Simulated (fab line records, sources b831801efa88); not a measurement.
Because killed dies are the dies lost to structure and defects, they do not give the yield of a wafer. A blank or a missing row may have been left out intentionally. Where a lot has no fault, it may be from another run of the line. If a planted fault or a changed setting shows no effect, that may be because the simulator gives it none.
fab line records	flow sky130
record lots=10	wafers=30	lastDay=50
route steps=708 shown VIA3@593 CAP2M@603 METAL4@633 PAD_OPEN@708
lots untouched by any fault: they come from a run of this same line in which no faults occurred
startH: the number of hours between the record's first day and the start of the first shown wafer of the lot	waitH: hours elapsed since this lot's preceding step	" as in the row above	L1.1+2: a row that stands for several wafers	- either no value or no given start	* or withheld: withheld	< > ~ a bound
route shown NAME@n: a module of which the file shows steps, and the number in the route of the first	usual: mean/standard deviation of fault-free wafers	same: alike in all rows	chamber/n: place in a boat	sites: each site's reading	_std_site: standard deviation of those values	_edge_site: the outer-site mean with the inner-site mean subtracted	radiusMm: for every site, how far away it sits from the centre of the wafer	mask NAME#n: copy n	behind: the last tool/chamber to shape the wafer	hold: what put the lot on hold/how long, in hours/how the hold closed	device: the transistor (n, p or np) that didn't switch	end of line: the same wafers' tests at the end of the route	a step given without rows: its recipe and nothing more	killed: count of dies lost to structure and defects at first sort (not the wafer's yield)	map: the dies of a wafer, with x for killed, . for not killed, _ for no die there
set.NAME: the run value of the setting; set.NAME@STEP: its run value at that earlier step	model.NAME: the simulator's own value behind a step, which no gauge read
one table for each step of the route and one row for each wafer, over a sample of lots
services: from which hour (startH, from the record's first day; less than 0 if before it) a tool's chamber was out of use, for how many hours, and why
## steps
# step SKY_VIA3_SPUTTER_20
# recipe material=TiN	targetThkNm=20	chamberPressurePa=5	powerW=4000	timeS=80
# usual cathodeDcPowerW=3999.9/0.74	throttleValvePct=30.0/0.99
# same timeS=80
lot.wafer	tool	chamber	startH	waitH	cathodeDcPowerW	throttleValvePct
L125.1	pvdSputter-01	-	944.78	0.0	4000.6	30.3
L125.4	"	-	"	"	4000.8	30.1
L125.5	"	-	"	"	3999.4	30.1
L126.2	pvdSputter-04	-	948.67	0.0	4000.8	31.4
L126.3	"	-	"	"	4000.1	29.9
L126.6	"	-	"	"	4000.2	31.1
L129.2	pvdSputter-02	-	966.75	0.0	3999.8	31.4
L129.3	"	-	"	"	3999.3	30.3
L129.5	"	-	"	"	3998.8	30.5
L130.2	pvdSputter-04	-	970.09	0.0	4000.0	30.7
L130.3	"	-	"	"	3998.9	29.7
L130.6	"	-	"	"	3999.8	31.2
L135.1	pvdSputter-01	-	1011.02	0.0	4000.1	30.2
L135.2	"	-	"	"	4001.2	30.3
L135.4	"	-	"	"	4000.4	30.4
L136.3	pvdSputter-01	-	1016.91	0.0	4000.2	30.4
L136.5	"	-	"	"	3998.8	29.9
L136.6	"	-	"	"	3999.7	28.5
L137.1	pvdSputter-01	-	1021.38	0.0	4000.1	29.8
L137.3	"	-	"	"	3999.6	30.1
L137.5	"	-	"	"	3998.4	28.6
L143.1	pvdSputter-02	-	1054.02	0.0	3999.7	30.5
L143.2	"	-	"	"	3999.7	31.4
L143.6	"	-	"	"	4001.0	28.5
L148.1	pvdSputter-02	-	1091.02	0.0	4000.1	28.4
L148.3	"	-	"	"	4001.7	30.6
L148.6	"	-	"	"	4000.3	30.6
L147.4	pvdSputter-04	-	1095.99	0.0	3998.9	30.1
L147.5	"	-	"	"	4000.2	31.1
L147.6	"	-	"	"	4000.4	29.4
# step SKY_VIA3_CMP_24
# recipe stopOn=SiO2	tOverpolishS=20	downForcePsi=3.5	platenRpm=60	targetThkNm=0	padVelocityMS=0.94248
# usual motorCurrentA=11.2/1.3	overpolishRunS=19.999/0.0093	slurryFilterDpKPa=13.49/0.13	timeToEndpointS=95/4.7
lot.wafer	tool	chamber	startH	waitH	motorCurrentA	overpolishRunS	slurryFilterDpKPa	timeToEndpointS
L125.1	cmp-02	0	945.14	0.1	11.8	20.003	13.55	97
L125.4	"	1	"	"	10.8	20.008	13.50	104
L125.5	"	1	"	"	11.6	19.989	13.55	104
L126.3	cmp-01	3	949.08	0.1	10.9	19.994	13.63	93
L126.2	"	1	"	"	11.6	20.010	13.39	91
L126.6	"	2	"	"	12.8	19.997	13.67	85
L129.3	cmp-02	3	967.22	0.1	9.1	20.000	13.49	92
L129.2	"	0	"	"	11.0	20.012	13.48	91
L129.5	"	2	"	"	10.5	19.996	13.59	92
L130.2	cmp-01	3	970.45	0.0	10.7	20.003	13.37	95
L130.3	"	1	"	"	11.3	20.000	13.39	98
L130.6	"	3	"	"	10.9	20.000	13.53	94
L135.1	cmp-01	0	1011.38	0.1	12.9	19.984	13.35	90
L135.2	"	1	"	"	10.9	19.999	13.56	98
L135.4	"	2	"	"	13.2	19.988	13.48	90
L136.3	cmp-01	3	1017.27	0.0	11.3	19.981	13.69	98
L136.6	"	3	"	"	10.7	20.000	13.57	99
L136.5	"	0	"	"	12.9	20.011	13.43	96
L137.1	cmp-01	0	1021.79	0.1	13.3	20.008	13.25	88
L137.3	"	2	"	"	13.3	20.001	13.59	90
L137.5	"	3	"	"	11.1	19.998	13.59	96
L143.2	cmp-02	0	1054.49	0.1	11.9	19.999	13.57	90
L143.1	"	1	"	"	10.7	20.002	13.39	100
L143.6	"	2	"	"	9.9	20.002	13.31	91
L148.1	cmp-02	1	1091.39	0.1	11.0	19.991	13.22	104
L148.3	"	2	"	"	10.2	19.996	13.48	93
L148.6	"	2	"	"	10.1	20.013	13.49	98
L147.4	cmp-02	1	1096.41	0.1	11.1	20.003	13.45	108
L147.6	"	0	"	"	12.3	20.009	13.52	96
L147.5	"	1	"	"	11.2	20.005	13.37	105
# step SKY_CAP2M_CVD_00
# recipe material=SiO2	targetThkNm=15.5	tempC=400	timeS=withheld	rfW=450
# usual heaterPowerW=749/78
lot.wafer	tool	chamber	startH	waitH	heaterPowerW
L125.1	pecvd-02	0	945.60	0.0	809
L125.4	"	2	"	"	878
L125.5	"	1	"	"	657
L126.2	pecvd-02	0	949.49	0.0	780
L126.3	"	2	"	"	929
L126.6	"	2	"	"	770
L129.2	pecvd-02	1	967.57	0.0	648
L129.3	"	2	"	"	912
L129.5	"	0	"	"	680
L130.2	pecvd-04	0	970.91	0.0	637
L130.3	"	2	"	"	790
L130.6	"	2	"	"	810
L135.1	pecvd-01	2	1011.84	0.0	758
L135.2	"	0	"	"	644
L135.4	"	0	"	"	642
L136.3	pecvd-02	1	1017.73	0.0	711
L136.5	"	1	"	"	680
L136.6	"	0	"	"	813
L137.1	pecvd-02	1	1022.20	0.0	714
L137.3	"	2	"	"	934
L137.5	"	1	"	"	712
L143.1	pecvd-04	1	1054.84	0.0	672
L143.2	"	0	"	"	712
L143.6	"	2	"	"	724
L148.1	pecvd-01	2	1091.84	0.0	785
L148.3	"	2	"	"	788
L148.6	"	2	"	"	802
L147.4	pecvd-01	1	1096.82	0.0	735
L147.5	"	2	"	"	695
L147.6	"	1	"	"	752
# step SKY_CAP2M_THK_MEAS_01
# recipe reads=SiO2_of_CAP2M_CVD_00
# usual CAP2M_CVD_00_THK=15.40/0.24
lot.wafer	tool	chamber	startH	waitH	CAP2M_CVD_00_THK[nm]
L125.1	filmMetro-03	-	945.62	-	14.68
L125.4	"	-	"	"	15.24
L125.5	"	-	"	"	15.05
L126.2	filmMetro-01	-	949.52	-	15.07
L126.3	"	-	"	"	15.33
L126.6	"	-	"	"	15.49
L129.2	filmMetro-02	-	967.60	-	15.32
L129.3	"	-	"	"	15.28
L129.5	"	-	"	"	15.29
L130.2	filmMetro-01	-	970.94	-	15.30
L130.3	"	-	"	"	15.17
L130.6	"	-	"	"	15.56
L135.1	filmMetro-02	-	1011.87	-	15.38
L135.2	"	-	"	"	15.54
L135.4	"	-	"	"	15.87
L136.3	filmMetro-03	-	1017.77	-	13.10
L136.5	"	-	"	"	13.56
L136.6	"	-	"	"	13.35
L137.1	filmMetro-01	-	1022.22	-	13.59
L137.3	"	-	"	"	13.58
L137.5	"	-	"	"	13.82
L143.1	filmMetro-02	-	1054.86	-	15.39
L143.2	"	-	"	"	15.48
L143.6	"	-	"	"	15.50
L148.1	filmMetro-03	-	1091.87	-	15.30
L148.3	"	-	"	"	15.52
L148.6	"	-	"	"	15.65
L147.4	filmMetro-03	-	1096.87	-	15.30
L147.5	"	-	"	"	15.56
L147.6	"	-	"	"	15.54
# step SKY_CAP2M_THK_MEAS_04
# recipe thkMeasGauge=xrf	reads=TiN_of_CAP2M_SPUTTER_02
# usual CAP2M_TIN_THK=202.5/2.3
lot.wafer	tool	chamber	startH	waitH	CAP2M_TIN_THK[nm]
L125.1	filmMetro-03	-	945.91	0.1	200.7
L125.4	"	-	"	"	203.4
L125.5	"	-	"	"	202.3
L126.2	filmMetro-01	-	949.81	0.1	201.2
L126.3	"	-	"	"	199.0
L126.6	"	-	"	"	199.4
L129.2	filmMetro-03	-	967.89	0.1	204.7
L129.3	"	-	"	"	203.3
L129.5	"	-	"	"	201.6
L130.2	filmMetro-02	-	971.23	0.1	200.2
L130.3	"	-	"	"	201.8
L130.6	"	-	"	"	200.3
L135.1	filmMetro-03	-	1012.16	0.1	204.6
L135.2	"	-	"	"	202.2
L135.4	"	-	"	"	204.0
L136.3	filmMetro-01	-	1018.06	0.1	201.8
L136.5	"	-	"	"	202.5
L136.6	"	-	"	"	199.6
L137.1	filmMetro-02	-	1022.51	0.1	198.4
L137.3	"	-	"	"	198.7
L137.5	"	-	"	"	198.9
L143.1	filmMetro-01	-	1055.15	0.1	199.9
L143.2	"	-	"	"	201.3
L143.6	"	-	"	"	202.3
L148.1	filmMetro-02	-	1092.18	0.1	201.2
L148.3	"	-	"	"	202.6
L148.6	"	-	"	"	200.5
L147.4	filmMetro-03	-	1097.16	0.1	199.9
L147.5	"	-	"	"	202.0
L147.6	"	-	"	"	202.4
# step SKY_METAL4_ETCH_17
# recipe target=SiO2	stopOn=TiN	chemistry=C4F8/O2/Ar	sourceW=1500	biasW=1200	pressureMtorr=40	c4f8FlowSccm=withheld	O2_flow_sccm=6	Ar_flow_sccm=300	timeS=3.9	targetDepthA=150
# usual chamberPressureMTorr=40.00/0.038	oesProductAu=0.752/0.0075
# same timeS=3.9
lot.wafer	tool	chamber	startH	waitH	chamberPressureMTorr	oesProductAu	rfHoursCounterH
L125.1	rieDiel-04	3	994.41	0.1	40.06	0.741	12
L125.4	"	1	"	"	39.96	0.749	15
L125.5	"	2	"	"	39.99	0.738	-
L126.2	rieDiel-03	0	999.14	0.1	40.02	0.746	26
L126.3	"	2	"	"	40.03	0.752	20
L126.6	"	1	"	"	40.04	0.744	-
L129.2	rieDiel-03	1	1016.44	0.1	40.03	0.752	9
L129.3	"	2	"	"	40.01	0.748	21
L129.5	"	1	"	"	39.97	0.751	-
L130.2	rieDiel-01	2	1019.04	0.1	40.03	0.759	13
L130.3	"	0	"	"	39.94	0.752	12
L130.6	"	0	"	"	39.97	0.755	-
L135.1	rieDiel-04	1	1057.56	0.1	39.96	0.748	17
L135.2	"	2	"	"	39.94	0.754	7
L135.4	"	3	"	"	40.05	0.774	14
L136.3	rieDiel-04	2	1062.84	0.0	39.93	0.697	7
L136.5	"	3	"	"	40.03	0.704	-
L136.6	"	2	"	"	39.95	0.702	-
L137.1	rieDiel-01	3	1068.21	0.1	40.02	0.712	24
L137.3	"	2	"	"	39.97	0.711	14
L137.5	"	1	"	"	39.97	0.717	-
L143.1	rieDiel-04	0	1099.39	0.1	40.03	0.753	16
L143.2	"	1	"	"	40.03	0.746	19
L143.6	"	1	"	"	39.93	0.753	-
L148.1	rieDiel-04	0	1133.82	0.2	39.92	0.753	18
L148.3	"	1	"	"	40.05	0.750	20
L148.6	"	1	"	"	40.02	0.756	-
L147.4	rieDiel-04	3	1137.51	0.0	39.97	0.747	16
L147.5	"	1	"	"	40.05	0.755	-
L147.6	"	2	"	"	39.96	0.757	-
# step SKY_PAD_OPEN_PROBE_99
# usual defectLimitedYield=82.5/2	killed_at_M0_to_M3=44/7.4	killed_at_M4_up=3.0/1.8	killedAtContacts=24/5.1	killedAtFrontEnd=15/4.3	killedAtOther=0.3/0.54	killedDies=86/9.9	killedOpen=47/7.1	killedShort=38/6.7	sort_bin_3_pad_short=0.8/0.39	sort_bin_5_function=10.4/1.5	sort_bin_6_memory=6.2/1.2	sortNPass=406/9.9	sortYieldPct=82.5/2
# same grossDies=492	killedAtBackSide=0	sort_bin_4_leakage[%]=0	sort_bin_8_speed[%]=0
lot.wafer	tool	chamber	startH	waitH	defectLimitedYield[%]	killed_at_M0_to_M3	killed_at_M4_up	killedAtContacts	killedAtFrontEnd	killedAtOther	killedDies	killedOpen	killedShort	sort_bin_3_pad_short[%]	sort_bin_5_function[%]	sort_bin_6_memory[%]	sortNPass	sortYieldPct[%]
L125.1	prober-02	-	1090.59	0.1	82.3	48	1	19	17	2	87	50	37	1.0	10.8	5.9	405	82.3
L125.4	prober-02	-	1090.74	0.2	79.9	56	6	25	11	1	99	57	42	1.2	12.4	6.5	393	79.9
L125.5	prober-02	-	1090.79	0.2	82.3	45	2	24	16	0	87	50	37	1.0	11.4	5.3	405	82.3
L129.2	prober-01	-	1110.49	0.1	81.9	49	3	24	13	0	89	48	41	1.6	10.6	5.9	403	81.9
L129.3	prober-01	-	1110.54	0.2	82.1	51	4	21	12	0	88	41	47	0.8	11.6	5.5	404	82.1
L129.5	prober-01	-	1110.64	0.2	82.1	44	3	33	8	0	88	57	31	0.6	10.6	6.7	404	82.1
L136.3	prober-01	-	1149.58	0.2	81.1	43	2	29	19	0	93	53	40	0.8	9.8	8.3	399	81.1
L136.5	prober-01	-	1149.68	0.2	82.3	48	3	25	11	0	87	43	44	1.2	10.8	5.7	405	82.3
L136.6	prober-01	-	1149.73	0.2	81.1	43	7	23	19	1	93	54	39	0.6	11.0	7.3	399	81.1
L147.4	prober-02	-	1211.79	0.2	84.3	46	2	21	8	0	77	36	41	1.0	10.2	4.5	415	84.3
L147.5	prober-02	-	1211.84	0.2	80.5	50	0	24	22	0	96	54	42	0.4	12.4	6.7	396	80.5
L147.6	prober-02	-	1211.89	0.2	83.9	37	0	26	16	0	79	49	30	1.0	8.7	6.3	413	83.9
# killed by level:class
L125.1 VIA1:geometricParticle:open=12 CONTACT:geometricParticle:open=9 VIA2:geometricParticle:open=6 FIELD_ISO:geometricParticle:open=5 CONTACT:geometricParticle:short=5 METAL3:geometricParticle:short=5 METAL2:geometricParticle:short=4 VIA2:geometricParticle:short=4
L125.4 VIA1:geometricParticle:open=15 VIA3:geometricParticle:open=8 LI_CONTACT:geometricParticle:open=8 CONTACT:geometricParticle:open=7 METAL1:geometricParticle:short=6 VIA2:geometricParticle:open=6 VIA1:geometricParticle:short=6 METAL3:geometricParticle:short=5
L125.5 VIA1:geometricParticle:open=12 CONTACT:geometricParticle:short=8 CONTACT:geometricParticle:open=7 VIA3:geometricParticle:open=7 LI_CONTACT:geometricParticle:open=6 FIELD_ISO:geometricParticle:open=5 METAL2:geometricParticle:short=5 FIELD_ISO:geometricParticle:short=4
L129.2 VIA1:geometricParticle:open=13 LI_CONTACT:geometricParticle:open=11 VIA2:geometricParticle:open=8 VIA3:geometricParticle:short=6 METAL1:geometricParticle:short=5 METAL2:geometricParticle:short=5 FIELD_ISO:geometricParticle:short=4 VIA1:geometricParticle:short=4
L129.3 VIA1:geometricParticle:open=15 LI_CONTACT:geometricParticle:open=7 CONTACT:geometricParticle:open=7 METAL1:geometricParticle:short=7 METAL2:geometricParticle:short=7 VIA3:geometricParticle:open=6 FIELD_ISO:geometricParticle:short=5 CONTACT:geometricParticle:short=5
L129.5 VIA1:geometricParticle:open=16 LI_CONTACT:geometricParticle:open=16 CONTACT:geometricParticle:open=8 VIA3:geometricParticle:open=6 LI_CONTACT:geometricParticle:short=5 VIA2:geometricParticle:open=5 VIA1:geometricParticle:short=5 METAL2:geometricParticle:short=3
L136.3 VIA1:geometricParticle:open=12 CONTACT:geometricParticle:open=10 METAL2:geometricParticle:short=7 LI_CONTACT:geometricParticle:open=6 VIA3:geometricParticle:open=6 FIELD_ISO:geometricParticle:short=4 LI_CONTACT:geometricParticle:short=4 VIA1:geometricParticle:short=4
L136.5 CONTACT:geometricParticle:open=12 METAL1:geometricParticle:short=10 VIA1:geometricParticle:open=8 VIA1:geometricParticle:short=7 METAL2:geometricParticle:short=6 VIA2:geometricParticle:open=6 VIA3:geometricParticle:open=5 LOCAL_INTERCONNECT:geometricParticle:short=4
L136.6 VIA1:geometricParticle:open=12 VIA2:geometricParticle:open=11 LI_CONTACT:geometricParticle:open=7 CONTACT:geometricParticle:open=7 FIELD_ISO:geometricParticle:open=5 POLY_GATE:geometricParticle:short=5 LOCAL_INTERCONNECT:geometricParticle:short=4 VIA3:geometricParticle:open=4
L147.4 VIA2:geometricParticle:open=12 METAL2:geometricParticle:short=7 CONTACT:geometricParticle:short=6 VIA1:geometricParticle:open=6 VIA3:geometricParticle:short=5 VIA3:geometricParticle:open=5 CONTACT:geometricParticle:open=4 VIA1:geometricParticle:short=4
L147.5 VIA2:geometricParticle:open=11 FIELD_ISO:geometricParticle:open=9 VIA3:geometricParticle:open=8 CONTACT:geometricParticle:short=7 CONTACT:geometricParticle:open=7 METAL1:geometricParticle:short=7 VIA1:geometricParticle:open=6 FIELD_ISO:geometricParticle:short=5
L147.6 CONTACT:geometricParticle:open=12 LI_CONTACT:geometricParticle:open=7 VIA1:geometricParticle:open=7 FIELD_ISO:geometricParticle:open=6 VIA2:geometricParticle:open=5 CONTACT:geometricParticle:short=4 METAL1:geometricParticle:short=4 METAL2:geometricParticle:short=4
## services
tool	chamber	startH	hours	kind
rieDiel-03	3	929.04	6.7	repair
pvdSputter-04	-	932.38	1.5	repair
pecvd-02	1	937.23	4.8	repair
pecvd-01	-	938.25	0.3	repair
pvdSputter-04	-	941.53	4.7	repair
rieDiel-01	0	943.39	15.2	repair
pvdSputter-01	-	947.22	5.7	repair
cmp-01	-	976.73	1.0	repair
rieDiel-04	3	982.85	1.9	repair
rieDiel-04	-	984.46	0.5	repair
cmp-01	-	1007.65	2.8	repair
pvdSputter-02	-	1020.43	8.2	repair
cmp-02	-	1025.99	3.0	repair
cmp-02	-	1037.27	4.6	pm
cmp-01	-	1037.71	5.1	repair
cmp-01	-	1048.08	6.4	pm
cmp-01	-	1054.51	16.6	pm
pecvd-01	0	1080.48	28.9	repair
cmp-01	-	1084.00	4.0	pm
cmp-02	-	1084.82	1.5	repair
rieDiel-04	2	1094.87	12.6	repair
cmp-02	-	1101.17	2.2	repair
pvdSputter-04	-	1109.37	3.8	repair
pvdSputter-04	-	1133.70	5.2	repair
## key
firstSign step=SKY_CAP2M_THK_MEAS_01	reading=CAP2M_CVD_00_THK	direction=down	sigmas=7.9	usual=15.40	struck=13.50
effect step=SKY_METAL4_ETCH_17	reading=oesProductAu	direction=down	sigmas=6	usual=0.752	struck=0.707
metAt SKY_CAP2M_CVD_00
struckLots L136,L137
notActingAt SKY_VIA3_SPUTTER_20,SKY_VIA3_CMP_24,SKY_CAP2M_THK_MEAS_04
onsetBetween 967.57 1017.73
fault kind=processParameterDrift	tool=pecvd-02	chamber=-	onsetH=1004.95	steps=SKY_CAP2M_CVD_00	channel=targetThkNm	offset=-1.8901	shape=step	endH=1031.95	actsIn=theseRecipesOnly	stated=15.5
